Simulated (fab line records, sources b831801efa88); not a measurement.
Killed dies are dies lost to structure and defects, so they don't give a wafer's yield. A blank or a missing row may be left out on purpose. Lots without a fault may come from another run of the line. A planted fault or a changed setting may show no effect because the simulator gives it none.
One fault seen from 2 desks | flow gf180mcu | each desk has only its own numbers; what lay behind them comes last

THE TOOL OWNER'S DESK: litho_track-02
The tool's own readings at GF_DNWELL_DEVELOP_06 (develop time 61.45 s): means of the sampled wafers that have a number, for each lot that ran on this tool. A lot is out of limits, marked OUT, if its mean lies more than 4 standard deviations from the usual mean; the brackets give that distance.
Columns: A = chill_plate_temp_C at GF_DNWELL_DEVELOP_06, usual 23.00 C; B = developer_temp_C at GF_DNWELL_DEVELOP_06, usual 23.02 C
lot  | first seen here | A     | B
L880 | day 4 12:00     | 23.04 | 23.97 (+8.6) OUT
L883 | day 5 10:00     | 23.00 | 24.02 (+9.1) OUT
L884 | day 5 14:00     | 22.97 | 23.83 (+7.3) OUT
This desk's finding: out of limits on L880, L883, L884; first on L880, day 4 12:00 (developer_temp_C at GF_DNWELL_DEVELOP_06). In limits: none.

THE METROLOGY DESK
What the gauges read, lot by lot, whatever tool the lot ran on: means of the sampled wafers that have a number. A lot is out of limits, marked OUT, if its mean lies more than 4 standard deviations from the usual mean; the brackets give that distance.
Columns: A = STI_OXIDATION_THK at GF_STI_THK_MEAS_02, usual 10.01 nm; B = NWELL_TW at GF_NWELL_TW_MEAS_11, usual 1567; C = VT_IMPLANT_OVL at GF_VT_IMPLANT_OVL_MEAS_07, usual -0.8 nm
lot  | first seen here | A     | B    | C
L873 | day 1 17:04     | 10.16 | 1542 | 0.5
L875 | day 2 02:31     | 9.79  | 1546 | -2.4
L877 | day 2 13:32     | 10.07 | 1587 | 0.6
L879 | day 2 23:34     | 10.01 | 1582 | -0.5
L880 | day 3 03:31     | 9.92  | 1577 | -1.0
L883 | day 3 22:52     | 9.82  | 1545 | -0.1
L884 | day 4 03:10     | 10.00 | 1584 | -0.6
L885 | day 4 06:23     | 9.98  | 1545 | -2.6
L886 | day 4 10:26     | 10.16 | 1588 | -0.0
L887 | day 4 14:31     | 9.76  | 1577 | 0.0
L888 | day 4 20:25     | 9.69  | 1581 | -3.4
L891 | day 5 11:47     | 9.96  | 1539 | -1.2
L892 | day 5 15:32     | 10.24 | 1588 | -0.8
L893 | day 5 20:31     | 10.26 | 1572 | -0.3
L895 | day 6 06:31     | 9.97  | 1581 | 0.3
This desk's finding: nothing out of limits on any of the 15 lots.

PUT TOGETHER
The tool owner's desk could have raised an alarm at day 4 12:00, on L880, L883, L884.
The metrology desk saw nothing out of limits.
The metrology desk has L880, L883, L884 on record, within its limits.
Of the lots named, all ran GF_DNWELL_DEVELOP_06 on litho_track-02.

WHAT THE SIMULATOR HAD PUT IN
Process parameter drift: litho_track-02, from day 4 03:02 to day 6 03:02, at GF_DNWELL_DEVELOP_06. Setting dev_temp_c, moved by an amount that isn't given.
Lots struck among those shown: L880, L883, L884.
Hours from the fault's start to each desk's first reading out of limits: the tool owner's desk, 9.
